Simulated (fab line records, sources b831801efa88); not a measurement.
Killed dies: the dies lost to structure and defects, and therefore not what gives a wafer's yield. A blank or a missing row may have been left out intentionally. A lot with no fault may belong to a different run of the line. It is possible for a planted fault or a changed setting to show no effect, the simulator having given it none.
A lot that was struck, set against a sound lot / flow sky130 / 14 out of 708 route steps
Sound: the wafers L506.2, L506.4, L506.6. Struck: wafers L501.2, L501.4, L501.5. Last of all comes the cause.
Each step with rows lists, per side, the tool, then ch with its chambers, then its first start. Under that, the readings that differ: sound wafers / struck wafers / difference of the means / sigmas: that difference in standard deviations of wafers without a fault.
alike: readings whose means differ by less than 2 such deviations, and words and numbers that are the same on both sides. not compared: withheld readings, readings that some wafer has no value for, bounds like >300 that may hide the same value, and numbers for which the record gives no deviation and whose values overlap.
A row with sigmas, a row that says differs or no value, or rows on one side alone: a step with any of these is where the two part. Numbers that don't overlap but have no deviation are shown without sigmas and don't part them. A reading missing from all wafers of one side parts the sides only when that side holds two or more wafers.

SKY_CONTACT_CVD_00: deposits Si3N4, target thk 75 nm.
  sound on pecvd-01 ch 1,2, day 35 01:26; struck on pecvd-04 ch 0,1, day 33 15:09
  alike: heater_power_w
SKY_CONTACT_THK_MEAS_01:
  sound: film_metro-04 at day 35 01:29; struck: film_metro-04 at day 33 15:11
  alike: CONTACT_CVD_00_THK
then, 1 step without rows for these wafers: SKY_CONTACT_HDPCVD_02 (deposits SiO2, target thk 565 nm, time 94.2 s).
SKY_CONTACT_THK_MEAS_03:
  sound: film_metro-03 at day 35 01:37; struck: film_metro-04 at day 33 15:19
  alike: CONTACT_HDPCVD_THK
SKY_CONTACT_CMP_04: polishes SiO2.
  sound on cmp-01 ch 0,1,3, day 35 01:50; struck on cmp-02 ch 0,3, day 33 15:25
  alike: head_pressure_psi, motor_current_A, time_to_endpoint_s
SKY_CONTACT_BOW_MEAS_05:
  sound: film_metro-04 at day 35 02:03; struck: film_metro-03 at day 33 15:41
  alike: CONTACT_BOW
then, 6 steps without rows for these wafers: SKY_CONTACT_DEHYDRATE_06 (time 60 s); SKY_CONTACT_HMDS_07 (prime time 60 s); SKY_CONTACT_COAT_08 (resist thk 60 nm); SKY_CONTACT_COAT_09 (resist thk 450 nm); SKY_CONTACT_SOFTBAKE_10 (time 90 s); SKY_CONTACT_EXPOSE_11 (exposes mask CTM1, target cd 170 nm).
SKY_CONTACT_PEB_12:
  sound on litho_track-01 ch 0, day 36 04:00; struck on litho_track-01, day 34 18:00
reading=exhaust_pa (Pa); sound=46.6 45.0 44.7; struck=- - -; difference=no value on the struck wafers; sigmas=
  not compared: chill_plate_temp_C, resist_line_temp_C
then, 1 step without rows for these wafers: SKY_CONTACT_DEVELOP_13 (develop time 60 s).

## WHERE THEY PART
SKY_CONTACT_PEB_12 only, going by this record.

WHY: whatever the simulator had introduced
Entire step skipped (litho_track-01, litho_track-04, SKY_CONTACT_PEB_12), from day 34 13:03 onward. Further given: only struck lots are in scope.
